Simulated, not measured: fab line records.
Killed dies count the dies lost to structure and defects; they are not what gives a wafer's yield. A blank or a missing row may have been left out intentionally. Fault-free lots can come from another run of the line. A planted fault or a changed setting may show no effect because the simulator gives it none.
Chamber matching | flow sky130 | SKY_CONTACT_CVD_00 on pecvd-01 has 3 sister chambers
The step deposits Si3N4, target thk 75 nm. 6 wafers are shown with their chamber, then 10 later ones without.

WAFERS WITH THEIR CHAMBER
wafer  | chamber | heater-power-outer-w (W) | heater-power-w (W)
L086.3 | 1       | 370                      | 668
L087.3 | 0       | 400                      | 625
L087.4 | 2       | 309                      | 583
L087.6 | 0       | 402                      | 640
L090.3 | 2       | 376                      | 678
L090.5 | 1       | 423                      | 741

WAFERS WITH NO CHAMBER GIVEN
wafer  | heater-power-outer-w (W) | heater-power-w (W)
L090.6 | 484                      | 748
L092.4 | 319                      | 617
L092.5 | 420                      | 668
L092.6 | 375                      | 666
L094.3 | 458                      | 699
L094.4 | 418                      | 725
L094.5 | 363                      | 643
L095.1 | 356                      | 648
L095.3 | 369                      | 667
L095.6 | 485                      | 757

THE CHAMBER EACH PASSED THROUGH
wafer  | from the rows above          | in truth
L090.6 | can't be placed: 1 or 0      | 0
L092.4 | can't be placed: 2 or 0      | 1
L092.5 | can't be placed: 0 or 1 or 2 | 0
L092.6 | can't be placed: 1 or 0 or 2 | 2
L094.3 | can't be placed: 1 or 0 or 2 | 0
L094.4 | can't be placed: 1 or 0      | 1
L094.5 | can't be placed: 2 or 0 or 1 | 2
L095.1 | can't be placed: 2 or 0 or 1 | 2
L095.3 | can't be placed: 2 or 1 or 0 | 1
L095.6 | can't be placed: 1 or 0      | 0
Correct placement for 0 of the 10. Can't be placed from these rows: 10 (the true chamber is among the candidates in 9). Placed wrongly: 0.
How it was worked out, from the rows above alone: a wafer's distance from a chamber is the root of the sum, over the readings, of the square of ((its reading less the chamber's mean) divided by the reading's scatter). The wafer belongs to the nearest chamber; if the next one is less than 2 further off, it can't be placed. The mean given for a chamber averages the wafers shown for that chamber. The scatter is the square root of a quotient: the sum, over the shown wafers, of each reading's squared deviation from its chamber's mean, divided by wafers minus chambers.
